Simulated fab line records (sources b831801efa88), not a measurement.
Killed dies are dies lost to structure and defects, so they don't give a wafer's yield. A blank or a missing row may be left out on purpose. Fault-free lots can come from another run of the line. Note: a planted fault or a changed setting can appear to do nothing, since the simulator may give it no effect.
Tool commonality check + flow sky130 + 13 lots and 37 wafers in the sample

== REASON IT WAS OPENED ==
1 of 13 lots carry a flag on the reading CAPM_TIN_RS at SKY_CAPM_RS_MEAS_03. Wafers without a fault read 6.92 ohm/sq, standard deviation 0.11.
Rule: a lot is flagged in two cases, either no wafer of it has a number, or all its wafers with numbers fall more than 4 standard deviations from that mean. The rest of the lots are taken to be sound.

| lot  | measured     | on           | CAPM_TIN_RS (ohm/sq), wafer by wafer | flag    |
|------|--------------|--------------|--------------------------------------|---------|
| L531 | day 38 06:31 | filmMetro-01 | 6.93 6.95 6.98                       |         |
| L529 | day 38 07:47 | filmMetro-03 | 7.01 6.98 7.05                       |         |
| L532 | day 38 22:07 | filmMetro-03 | 6.94 6.69 6.88                       |         |
| L533 | day 39 01:11 | filmMetro-03 | 6.85 6.85 6.87                       |         |
| L535 | day 39 08:20 | filmMetro-02 | 7.04 6.91 6.87                       |         |
| L534 | day 39 10:10 | filmMetro-01 | 7.01 7.10 6.99                       |         |
| L536 | day 40 01:53 | filmMetro-02 | 6.93 7.02 6.98                       |         |
| L537 | day 40 05:57 | filmMetro-01 | 6.89 6.99 6.94                       |         |
| L539 | day 40 18:04 | filmMetro-02 | 6.30                                 | FLAGGED |
| L545 | day 42 05:11 | filmMetro-01 | 6.90 6.83 6.89                       |         |
| L546 | day 42 11:44 | filmMetro-01 | 6.79 7.00 6.82                       |         |
| L547 | day 42 11:58 | filmMetro-02 | 6.74 6.71 6.75                       |         |
| L549 | day 43 08:50 | filmMetro-01 | 6.80 6.86 6.86                       |         |
The mean of the flagged lots' numbers is 6.30 ohm/sq, -0.62 ohm/sq from the usual (-6 standard deviations).

== TOOL THAT RAN EACH LOT ==
2 process steps preceding the reading are held in the record, out of 708 steps in the route. In each cell: the tool, then ch and the chambers that the sampled wafers went through, then the start.
| lot  | flag    | SKY_METAL3_SPUTTER_03       | SKY_CAPM_SPUTTER_02         |
|------|---------|-----------------------------|-----------------------------|
| L531 |         | pvdSputter-03, day 38 06:12 | pvdSputter-04, day 38 06:21 |
| L529 |         | pvdSputter-01, day 38 07:32 | pvdSputter-04, day 38 07:41 |
| L532 |         | pvdSputter-02, day 38 21:48 | pvdSputter-01, day 38 22:00 |
| L533 |         | pvdSputter-02, day 39 00:53 | pvdSputter-01, day 39 01:02 |
| L535 |         | pvdSputter-01, day 39 08:03 | pvdSputter-02, day 39 08:13 |
| L534 |         | pvdSputter-01, day 39 09:53 | pvdSputter-04, day 39 10:02 |
| L536 |         | pvdSputter-01, day 40 01:36 | pvdSputter-04, day 40 01:45 |
| L537 |         | pvdSputter-02, day 40 05:40 | pvdSputter-04, day 40 05:49 |
| L539 | FLAGGED | pvdSputter-01, day 40 17:44 | pvdSputter-04, day 40 17:55 |
| L545 |         | pvdSputter-03, day 42 04:56 | pvdSputter-01, day 42 05:05 |
| L546 |         | pvdSputter-01, day 42 11:28 | pvdSputter-02, day 42 11:37 |
| L547 |         | pvdSputter-03, day 42 11:41 | pvdSputter-01, day 42 11:50 |
| L549 |         | pvdSputter-02, day 43 08:34 | pvdSputter-01, day 43 08:43 |
What these steps do:
- SKY_METAL3_SPUTTER_03: material Ti, target thk 5 nm, time 3.3 s.
- SKY_CAPM_SPUTTER_02: material TiN, target thk 200 nm, time 166.7 s.
- SKY_CAPM_RS_MEAS_03: measures by four-point-probe.

== FLAGGED AGAINST TOTAL, ONE TOOL AT A TIME (gauges that did the reading follow at the end) ==
| step                  | tool          | lots run | flagged | share of the flagged lots | sound lots run after its first flagged lot |
|-----------------------|---------------|----------|---------|---------------------------|--------------------------------------------|
| SKY_METAL3_SPUTTER_03 | pvdSputter-01 | 6        | 1       | all                       | 1 (L546)                                   |
| SKY_METAL3_SPUTTER_03 | pvdSputter-02 | 4        | 0       | none                      | -                                          |
| SKY_METAL3_SPUTTER_03 | pvdSputter-03 | 3        | 0       | none                      | -                                          |
| SKY_CAPM_SPUTTER_02   | pvdSputter-01 | 5        | 0       | none                      | -                                          |
| SKY_CAPM_SPUTTER_02   | pvdSputter-02 | 2        | 0       | none                      | -                                          |
| SKY_CAPM_SPUTTER_02   | pvdSputter-04 | 6        | 1       | all                       | 0                                          |
| SKY_CAPM_RS_MEAS_03   | filmMetro-01  | 6        | 0       | none                      | -                                          |
| SKY_CAPM_RS_MEAS_03   | filmMetro-02  | 4        | 1       | all                       | 1 (L547)                                   |
| SKY_CAPM_RS_MEAS_03   | filmMetro-03  | 3        | 0       | none                      | -                                          |

== WHAT THE TABLE ALLOWS ==
pvdSputter-01 at SKY_METAL3_SPUTTER_03, pvdSputter-04 at SKY_CAPM_SPUTTER_02 and filmMetro-02 at SKY_CAPM_RS_MEAS_03: these 3 rows of the table ran every flagged lot.
- pvdSputter-01 at SKY_METAL3_SPUTTER_03: 1 of its 6 lots flagged. After the first flagged lot (L546), sound lots still ran on it; a lasting fault on the whole tool would not permit that.
- pvdSputter-04 at SKY_CAPM_SPUTTER_02: 1 of its 6 lots flagged. It ran its last sound lot, L537, at day 40 05:49 and its first flagged lot, L539, at day 40 17:55: a fault with its onset between the two fits.
- filmMetro-02 at SKY_CAPM_RS_MEAS_03: 1 of its 4 lots flagged. After the first flagged lot (L547), sound lots still ran on it; a lasting fault on the whole tool would not permit that.
What remains is a single tool, pvdSputter-04 at SKY_CAPM_SPUTTER_02.

== WHAT WAS PUT IN BY THE SIMULATOR ==
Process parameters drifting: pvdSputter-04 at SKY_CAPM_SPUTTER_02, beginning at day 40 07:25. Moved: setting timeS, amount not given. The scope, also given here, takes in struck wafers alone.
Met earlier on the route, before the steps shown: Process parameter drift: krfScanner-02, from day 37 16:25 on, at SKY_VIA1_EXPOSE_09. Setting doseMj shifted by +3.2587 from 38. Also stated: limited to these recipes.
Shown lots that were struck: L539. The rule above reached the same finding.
